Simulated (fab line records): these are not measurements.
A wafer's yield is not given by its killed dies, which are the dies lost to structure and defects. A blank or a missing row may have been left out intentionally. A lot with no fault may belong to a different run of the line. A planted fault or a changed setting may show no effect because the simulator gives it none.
fab line records	flow sfq_line
record lots=15	wafers=45	last_day=88
route steps=325 shown M0@29 JJ@196 C5@246 I6@279
lots that met no fault: from a run of the same line without faults
start_h: hours from the record's opening day to when the first of the lot's shown wafers began	wait_h: hours elapsed since this lot's preceding step	" as in the row above	L1.1+2: a single row standing in for several wafers	- either no value or no given start	* or withheld: withheld	< > ~ a bound
route shown NAME@n: names a module that has steps shown in the file, with the first one's number in the route	usual: the fault-free wafers' mean and standard deviation	same: alike in all rows	chamber/n: place in a boat	sites: the reading at each site	_std_site: the standard deviation of these	_edge_site: mean of outer sites minus mean of inner sites	radius_mm: for every site, how far away it sits from the centre of the wafer	mask NAME#n: copy n	behind: the last tool/chamber to shape the wafer	hold: cause of the lot's hold/its duration in hours/its outcome	device: the n, p or np transistor that did not switch	end of line: the same wafers' tests at the end of the route	a step without rows: its recipe alone	killed: dies that structure and defects cost at the first sort, which is not the same as the wafer's yield	map: a wafer's dies, marking killed ones x, the rest . and places with no die _
set.NAME: the setting the step ran with; set.NAME@STEP: the setting that earlier step ran with	model.NAME: the simulator's own value behind a step, which no gauge read
a sample of lots followed through the steps of the route, with each step as a table and each wafer as a row
services: the hour from which a tool's chamber was out of use, counted from the record's first day as start_h (under 0 if before that day), plus the number of hours and why
## steps
# step SFQ_TRILAYER_M0_DEP_SPUTTER_019
# recipe material=Nb	base_pressure_pa=1.33e-06	chamber_pressure_pa=0.1333	substrate_temp_c=20	resputter_cathode_voltage_v=400	target_thk_nm=200	power_w=2000	time_s=133.3
# usual throttle_valve_pct=30.0/1
lot.wafer	tool	chamber	start_h	wait_h	throttle_valve_pct
L808.1	pvd_sputter-04	-	157.39	0.0	29.3
L808.4	"	-	"	"	29.5
L808.5	"	-	"	"	29.4
L809.1	pvd_sputter-04	-	166.79	0.0	27.5
L809.3	"	-	"	"	30.0
L809.5	"	-	"	"	29.6
L811.3	pvd_sputter-06	-	188.29	0.0	31.0
L811.4	"	-	"	"	30.4
L811.6	"	-	"	"	30.4
L817.3	pvd_sputter-06	-	237.40	0.0	30.4
L817.4	"	-	"	"	31.1
L817.6	"	-	"	"	30.4
L818.1	pvd_sputter-06	-	242.20	0.0	30.5
L818.5	"	-	"	"	31.1
L818.6	"	-	"	"	30.5
L819.3	pvd_sputter-06	-	248.22	0.0	30.5
L819.4	"	-	"	"	30.4
L819.6	"	-	"	"	31.1
L820.4	pvd_sputter-04	-	254.38	0.0	30.6
L820.5	"	-	"	"	27.5
L820.6	"	-	"	"	29.3
L823.1	pvd_sputter-05	-	273.53	0.0	28.2
L823.2	"	-	"	"	29.3
L823.4	"	-	"	"	30.2
L824.2	pvd_sputter-04	-	281.05	0.0	30.9
L824.5	"	-	"	"	29.2
L824.6	"	-	"	"	30.9
L825.1	pvd_sputter-05	-	288.93	0.0	30.0
L825.2	"	-	"	"	29.4
L825.4	"	-	"	"	28.3
L827.3	pvd_sputter-05	-	308.09	0.0	29.1
L827.5	"	-	"	"	30.0
L827.6	"	-	"	"	30.4
L828.1	pvd_sputter-06	-	311.52	0.0	30.6
L828.2	"	-	"	"	31.2
L828.5	"	-	"	"	30.4
L829.2	pvd_sputter-06	-	318.70	0.0	31.3
L829.3	"	-	"	"	30.3
L829.6	"	-	"	"	31.1
L830.1	pvd_sputter-06	-	334.82	0.0	30.4
L830.2	"	-	"	"	31.1
L830.4	"	-	"	"	30.8
L831.1	pvd_sputter-04	-	339.02	0.0	30.7
L831.2	"	-	"	"	27.4
L831.5	"	-	"	"	29.3
# step SFQ_M0_RS_MEAS_904
# recipe thk_meas_gauge=four-point-probe	reads=Nb_of_TRILAYER_M0_DEP_SPUTTER_019
# usual M0_NB_RS=0.880/0.0096
lot.wafer	tool	chamber	start_h	wait_h	M0_NB_RS[ohm/sq]
L808.1	film_metro-04	-	157.48	0.0	0.881
L808.4	"	-	"	"	0.889
L808.5	"	-	"	"	0.874
L809.1	film_metro-03	-	166.88	0.0	0.888
L809.3	"	-	"	"	0.891
L809.5	"	-	"	"	0.894
L811.3	film_metro-03	-	188.42	0.1	0.873
L811.4	"	-	"	"	0.879
L811.6	"	-	"	"	0.877
L817.3	film_metro-01	-	237.53	0.1	0.527
L817.4	"	-	"	"	0.870
L817.6	"	-	"	"	0.524
L818.1	film_metro-01	-	242.29	0.0	0.886
L818.5	"	-	"	"	0.875
L818.6	"	-	"	"	0.534
L819.3	film_metro-01	-	248.35	0.1	0.532
L819.4	"	-	"	"	0.901
L819.6	"	-	"	"	0.528
L820.4	film_metro-04	-	254.53	0.1	0.885
L820.5	"	-	"	"	0.885
L820.6	"	-	"	"	0.879
L823.1	film_metro-01	-	273.62	0.0	0.877
L823.2	"	-	"	"	0.888
L823.4	"	-	"	"	0.881
L824.2	film_metro-03	-	281.16	0.1	0.872
L824.5	"	-	"	"	0.863
L824.6	"	-	"	"	0.878
L825.1	film_metro-01	-	289.02	0.0	0.902
L825.2	"	-	"	"	0.881
L825.4	"	-	"	"	0.875
L827.3	film_metro-01	-	308.22	0.1	0.875
L827.5	"	-	"	"	0.883
L827.6	"	-	"	"	0.876
L828.1	film_metro-01	-	311.61	0.0	0.887
L828.2	"	-	"	"	0.873
L828.5	"	-	"	"	0.878
L829.2	film_metro-03	-	318.81	0.1	0.877
L829.3	"	-	"	"	0.886
L829.6	"	-	"	"	0.883
L830.1	film_metro-04	-	334.91	0.0	0.885
L830.2	"	-	"	"	0.880
L830.4	"	-	"	"	0.880
L831.1	film_metro-04	-	339.11	0.0	0.900
L831.2	"	-	"	"	0.894
L831.5	"	-	"	"	0.891
# step SFQ_TRILAYER_M0_ETCH_METAL_ETCH_024
# recipe target=Nb	stop_on=SiO2	mask_material=PR	chemistry=Cl2/Ar	target_depth_nm=240	icp_w=600	bias_w=80	pressure_mtorr=10	time_s=120
# usual drypump_motor_current_A=5.67/0.17	oes_product_au=0.900/0.0073
lot.wafer	tool	chamber	start_h	wait_h	drypump_motor_current_A	oes_product_au	rf_hours_counter_h
L808.1	rie_metal-01	0	264.18	0.0	5.59	0.895	133
L808.4	"	1	"	"	5.62	0.893	-
L808.5	"	0	"	"	5.58	0.900	-
L809.1	rie_metal-04	0	273.90	0.0	5.78	0.884	59
L809.3	"	0	"	"	5.77	0.891	-
L809.5	"	1	"	"	5.94	0.884	-
L811.3	rie_metal-04	0	301.12	0.1	5.79	0.907	-
L811.4	"	1	"	"	5.94	0.898	-
L811.6	"	0	"	"	5.81	0.902	-
L817.3	rie_metal-04	1	350.23	0.1	5.92	1.010	-
L817.4	"	0	"	"	5.78	0.909	-
L817.6	"	0	"	"	5.79	1.000	-
L818.1	rie_metal-02	1	355.70	0.0	5.38	0.899	1
L818.5	"	0	"	"	5.68	0.900	-
L818.6	"	1	"	"	5.35	1.011	-
L819.3	rie_metal-02	0	363.98	0.1	5.71	1.018	-
L819.4	"	1	"	"	5.38	0.893	-
L819.6	"	0	"	"	5.72	1.018	-
L820.4	rie_metal-01	1	372.38	0.1	5.61	0.910	-
L820.5	"	1	"	"	5.62	0.894	-
L820.6	"	0	"	"	5.57	0.902	-
L823.1	rie_metal-02	0	395.50	0.1	5.68	0.899	99
L823.2	"	0	"	"	5.67	0.904	-
L823.4	"	0	"	"	5.67	0.902	-
L824.2	rie_metal-01	0	401.60	0.0	5.60	0.912	151
L824.5	"	0	"	"	5.60	0.911	-
L824.6	"	1	"	"	5.61	0.895	-
L825.1	rie_metal-04	0	410.00	0.0	5.78	0.892	78
L825.2	"	1	"	"	5.94	0.897	65
L825.4	"	1	"	"	5.92	0.904	-
L827.3	rie_metal-02	0	436.05	0.1	5.67	0.903	-
L827.5	"	0	"	"	5.69	0.896	-
L827.6	"	1	"	"	5.41	0.897	-
L828.1	rie_metal-02	1	439.61	0.0	5.37	0.891	8
L828.2	"	0	"	"	5.73	0.903	106
L828.5	"	0	"	"	5.72	0.900	-
L829.2	rie_metal-01	1	450.53	0.0	5.61	0.908	79
L829.3	"	0	"	"	5.59	0.895	-
L829.6	"	0	"	"	5.58	0.903	-
L830.1	rie_metal-01	1	470.80	0.0	5.59	0.905	81
L830.2	"	0	"	"	5.58	0.903	160
L830.4	"	0	"	"	5.57	0.903	-
L831.1	rie_metal-02	0	478.00	0.0	5.72	0.891	111
L831.2	"	1	"	"	5.39	0.890	14
L831.5	"	1	"	"	5.38	0.894	-
# step SFQ_TRILAYER_JJ_CE_STRIP_STRIP_120
# recipe gas=O2	power_w=200	platen_temp_c=40	overash_fraction=0.65	chemistry=O2	pressure_mtorr=50
# usual drypump_motor_current_A=5.9/0.3	oes_product_au=0.998/0.007
lot.wafer	tool	chamber	start_h	wait_h	drypump_motor_current_A	oes_product_au	rf_hours_counter_h
L808.1	rie_metal-03	1	1301.26	0.0	6.0	1.012	46
L808.4	"	0	"	"	6.4	0.989	-
L808.5	"	1	"	"	6.0	1.006	-
L809.1	rie_metal-01	1	1304.87	0.0	5.6	1.005	63
L809.3	"	0	"	"	5.6	1.002	-
L809.5	"	1	"	"	5.6	1.009	-
L811.3	rie_metal-01	0	1307.63	0.2	5.6	1.010	-
L811.4	"	1	"	"	5.6	1.000	-
L811.6	"	1	"	"	5.6	0.996	-
L817.3	rie_metal-01	0	1434.73	0.2	5.6	0.994	-
L817.4	"	1	"	"	5.6	0.999	-
L817.6	"	1	"	"	5.6	1.001	-
L818.1	rie_metal-01	0	1435.77	0.0	5.6	1.001	139
L818.5	"	0	"	"	5.6	1.004	-
L818.6	"	1	"	"	5.6	0.994	-
L819.3	rie_metal-01	1	1439.53	0.2	5.6	1.000	-
L819.4	"	0	"	"	5.6	1.002	-
L819.6	"	1	"	"	5.6	0.996	-
L820.4	rie_metal-04	0	1443.17	0.2	5.8	0.996	-
L820.5	"	0	"	"	5.8	0.995	-
L820.6	"	1	"	"	5.9	0.998	-
L823.1	rie_metal-01	1	1452.57	0.0	5.6	1.002	85
L823.2	"	1	"	"	5.6	0.998	-
L823.4	"	1	"	"	5.6	1.003	-
L824.2	rie_metal-01	1	1458.92	0.2	5.6	0.997	-
L824.5	"	1	"	"	5.6	1.007	-
L824.6	"	1	"	"	5.6	0.992	-
L825.1	rie_metal-04	1	1459.90	0.0	5.9	0.999	84
L825.2	"	0	"	"	5.8	0.998	95
L825.4	"	1	"	"	5.9	0.997	-
L827.3	rie_metal-03	0	1528.41	0.2	6.4	1.007	-
L827.5	"	1	"	"	6.0	0.997	-
L827.6	"	0	"	"	6.4	0.993	-
L828.1	rie_metal-01	0	1542.07	0.0	5.6	0.995	9
L828.2	"	1	"	"	5.6	0.996	99
L828.5	"	0	"	"	5.6	1.003	-
L829.2	rie_metal-03	0	1554.68	0.0	6.4	0.990	5
L829.3	"	1	"	"	6.0	0.999	-
L829.6	"	1	"	"	6.0	1.000	-
L830.1	rie_metal-01	0	1558.05	0.0	5.6	0.997	12
L830.2	"	1	"	"	5.6	1.003	101
L830.4	"	1	"	"	5.6	1.005	-
L831.1	rie_metal-04	0	1777.39	0.0	5.8	1.004	135
L831.2	"	1	"	"	5.9	0.997	121
L831.5	"	1	"	"	5.9	1.000	-
# step SFQ_C5_OVL_MEAS_937
# usual C5_OVL=0/5
lot.wafer	tool	chamber	start_h	wait_h	C5_OVL[nm]
L808.1	overlay-01	-	1672.84	0.1	1
L808.4	"	-	"	"	4
L808.5	"	-	"	"	3
L809.1	overlay-01	-	1680.04	0.1	3
L809.3	"	-	"	"	2
L809.5	"	-	"	"	6
L811.3	overlay-01	-	1684.53	0.1	1
L811.4	"	-	"	"	3
L811.6	"	-	"	"	-2
L817.3	overlay-02	-	1699.81	0.1	1
L817.4	"	-	"	"	-3
L817.6	"	-	"	"	2
L818.1	overlay-02	-	1700.99	0.1	3
L818.5	"	-	"	"	6
L818.6	"	-	"	"	-6
L819.3	overlay-01	-	1703.23	0.1	3
L819.4	"	-	"	"	9
L819.6	"	-	"	"	6
L820.4	overlay-02	-	1706.24	0.1	-2
L820.5	"	-	"	"	0
L820.6	"	-	"	"	-2
L823.1	overlay-02	-	1715.82	0.1	3
L823.2	"	-	"	"	5
L823.4	"	-	"	"	1
L824.2	overlay-02	-	1719.42	0.1	5
L824.5	"	-	"	"	4
L824.6	"	-	"	"	3
L825.1	overlay-02	-	1723.02	0.1	9
L825.2	"	-	"	"	2
L825.4	"	-	"	"	7
L827.3	overlay-01	-	1881.48	0.1	-4
L827.5	"	-	"	"	-2
L827.6	"	-	"	"	-15
L828.1	overlay-02	-	1904.27	0.1	-4
L828.2	"	-	"	"	-2
L828.5	"	-	"	"	-10
L829.2	overlay-01	-	1915.07	0.1	-6
L829.3	"	-	"	"	-2
L829.6	"	-	"	"	4
L830.1	overlay-01	-	1916.27	0.1	-2
L830.2	"	-	"	"	-11
L830.4	"	-	"	"	-7
L831.1	overlay-01	-	1939.17	0.1	-2
L831.2	"	-	"	"	-7
L831.5	"	-	"	"	-7
# step SFQ_TRILAYER_I6_VIA_STRIP_STRIP_173
# recipe gas=O2	power_w=200	platen_temp_c=40	overash_fraction=0.65	chemistry=O2	pressure_mtorr=50
# usual drypump_motor_current_A=5.63/0.17	oes_product_au=1.004/0.0098
lot.wafer	tool	chamber	start_h	wait_h	drypump_motor_current_A	oes_product_au	rf_hours_counter_h
L808.1	rie_metal-04	1	1809.35	-	5.94	0.988	127
L808.4	"	1	"	"	5.94	0.987	-
L808.5	"	1	"	"	5.93	0.992	-
L809.1	rie_metal-02	0	1814.60	-	5.69	1.010	15
L809.3	"	0	"	"	5.69	1.002	-
L809.5	"	0	"	"	5.69	1.010	-
L811.3	rie_metal-04	1	1820.55	-	5.93	0.996	-
L811.4	"	1	"	"	5.94	0.993	-
L811.6	"	1	"	"	5.95	1.000	-
L817.3	rie_metal-01	0	1838.35	-	5.58	1.007	-
L817.4	"	1	"	"	5.60	0.999	-
L817.6	"	1	"	"	5.60	1.008	-
L818.1	rie_metal-02	0	1841.75	-	5.70	1.002	21
L818.5	"	0	"	"	5.71	1.002	-
L818.6	"	1	"	"	5.36	1.012	-
L819.3	rie_metal-01	0	1848.01	-	5.56	0.997	-
L819.4	"	1	"	"	5.61	0.998	-
L819.6	"	1	"	"	5.61	1.001	-
L820.4	rie_metal-04	0	1850.81	-	5.80	0.992	-
L820.5	"	0	"	"	5.81	0.994	-
L820.6	"	0	"	"	5.79	0.984	-
L823.1	rie_metal-01	0	1947.88	-	5.57	1.004	67
L823.2	"	1	"	"	5.58	1.005	15
L823.4	"	0	"	"	5.58	1.004	-
L824.2	rie_metal-02	1	1953.88	-	5.38	1.009	84
L824.5	"	0	"	"	5.72	1.023	-
L824.6	"	1	"	"	5.40	1.030	-
L825.1	rie_metal-01	0	1959.88	-	5.58	1.003	69
L825.2	"	1	"	"	5.63	1.010	17
L825.4	"	0	"	"	5.60	1.009	-
L827.3	rie_metal-01	0	1978.93	-	5.58	1.001	-
L827.5	"	0	"	"	5.60	1.007	-
L827.6	"	1	"	"	5.62	0.994	-
L828.1	rie_metal-02	0	1983.53	-	5.71	1.007	42
L828.2	"	1	"	"	5.39	1.028	89
L828.5	"	0	"	"	5.69	1.008	-
L829.2	rie_metal-04	1	1989.53	-	5.95	1.002	19
L829.3	"	0	"	"	5.77	1.008	-
L829.6	"	1	"	"	5.94	1.002	-
L830.1	rie_metal-02	0	1990.73	-	5.72	0.999	43
L830.2	"	1	"	"	5.40	1.016	90
L830.4	"	0	"	"	5.66	1.005	-
L831.1	rie_metal-01	0	2033.59	-	5.59	0.998	79
L831.2	"	1	"	"	5.61	1.009	27
L831.5	"	1	"	"	5.60	1.011	-
## services
tool	chamber	start_h	hours	kind
rie_metal-04	-	245.40	15.6	pm
rie_metal-01	-	247.88	2.8	pm
rie_metal-02	0	320.70	3.0	repair
rie_metal-04	-	363.64	0.2	repair
rie_metal-02	1	390.89	26.5	repair
rie_metal-02	0	430.96	2.9	repair
rie_metal-04	0	473.65	6.4	repair
rie_metal-02	-	532.35	2.8	pm
rie_metal-04	-	623.98	1.4	pm
rie_metal-02	1	653.68	30.1	repair
rie_metal-02	-	697.77	1.3	repair
rie_metal-02	0	784.88	5.5	repair
rie_metal-04	0	793.62	7.3	repair
rie_metal-01	-	829.27	0.5	repair
rie_metal-01	1	847.35	1.7	repair
rie_metal-01	-	1049.94	0.4	repair
rie_metal-01	0	1168.97	6.5	repair
rie_metal-01	1	1244.02	14.1	repair
rie_metal-01	-	1348.45	2.8	pm
rie_metal-01	-	1396.64	14.6	pm
rie_metal-01	-	1608.60	0.2	repair
rie_metal-01	1	1801.42	16.4	repair
rie_metal-01	-	1823.96	1.4	pm
rie_metal-01	1	1884.81	6.7	repair
## key
first_sign step=SFQ_M0_RS_MEAS_904	reading=M0_NB_RS	direction=down	sigmas=37	usual=0.880	struck=0.529
effect step=SFQ_TRILAYER_M0_ETCH_METAL_ETCH_024	reading=oes_product_au	direction=up	sigmas=15	usual=0.900	struck=1.012
met_at SFQ_TRILAYER_M0_DEP_SPUTTER_019
struck_lots L817,L818,L819
struck_wafers L817.3,L817.6,L818.6,L819.3,L819.6
not_acting_at SFQ_TRILAYER_JJ_CE_STRIP_STRIP_120,SFQ_C5_OVL_MEAS_937,SFQ_TRILAYER_I6_VIA_STRIP_STRIP_173
onset_between 188.29 237.40
fault kind=process_parameter_drift	tool=pvd_sputter-06	chamber=-	onset_h=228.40	steps=SFQ_TRILAYER_M0_DEP_SPUTTER_019	channel=target_thk_nm	offset=132.41	shape=step	end_h=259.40	scope=struck_wafers_only	acts_in=these_recipes_only	stated=200
